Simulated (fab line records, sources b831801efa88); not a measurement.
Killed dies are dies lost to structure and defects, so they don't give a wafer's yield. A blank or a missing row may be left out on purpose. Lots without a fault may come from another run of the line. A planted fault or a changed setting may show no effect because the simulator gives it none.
Which tool did it? | flow sky130 | 6 lots, 18 wafers sampled, at 3 steps of a route of 708

WHAT THE GAUGES READ, wafer by wafer
SKY_SD_P_TW_MEAS_11.
lot  | measured     | on            | SD_P_TW
L179 | day 26 07:57 | film_metro-04 | 2777 2778 2762
L180 | day 27 02:18 | film_metro-01 | 2801 2811 2794
L189 | day 30 19:19 | film_metro-04 | 3000 2981 2999
L195 | day 31 08:22 | film_metro-04 | 2823 2828 2831
L197 | day 31 23:44 | film_metro-04 | 2836 2842 2833
L198 | day 32 16:29 | film_metro-01 | 2803 2818 2810

WHICH TOOL RAN EACH LOT (tool, then ch and the chambers of the sampled wafers, then the start)
lot  | SKY_SD_P_IMPLANT_09             | SKY_SD_P_STRIP_10
L179 | implanter-01 ch 0, day 26 07:42 | plasma_asher-01 ch 0,1, day 26 07:51
L180 | implanter-03 ch 0, day 27 02:03 | plasma_asher-02 ch 0,1, day 27 02:12
L189 | implanter-02 ch 0, day 30 19:06 | plasma_asher-02 ch 0,1, day 30 19:14
L195 | implanter-03 ch 0, day 31 08:09 | plasma_asher-02 ch 0,1, day 31 08:17
L197 | implanter-03 ch 0, day 31 23:29 | plasma_asher-02 ch 0,1, day 31 23:38
L198 | implanter-03 ch 0, day 32 16:14 | plasma_asher-01 ch 0,1, day 32 16:23
- SKY_SD_P_IMPLANT_09
- SKY_SD_P_STRIP_10: strips in O2/N2.

THE ANSWER, worked out from the rows above alone
Rule: what is usual is taken from the lots themselves. Put in order of their means at a reading, lots are off if they are a third of the lots or fewer, leave a main group of 4 or more, and stand apart from it by a gap of 3 or more times the standard deviation of the main group's means; of several such gaps the widest counts. A main group whose means are all the same, to the digits that the tables above print for the reading, isn't used. A lot without any number at a reading at which 4 lots or more have one is off too. The other lots that the step has rows for count as sound.
Off: L189, at SKY_SD_P_TW_MEAS_11 (SD_P_TW). The main group: mean 2810, standard deviation 22.
A tool fits if, at a process step before that reading, it ran every lot that is off, and no sound lot after the first of them. The gauges at SKY_SD_P_TW_MEAS_11 are tried like those tools. One fits: implanter-02 at SKY_SD_P_IMPLANT_09. It ran no sound lot before its first lot that is off in this sample, so the start can't be narrowed down.

WHAT THE SIMULATOR HAD PUT IN
Process parameter drift: implanter-02, from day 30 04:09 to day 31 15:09, at SKY_SD_P_IMPLANT_09. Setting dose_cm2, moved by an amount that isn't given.
Lots struck among those shown: L189. The rule above found the same.
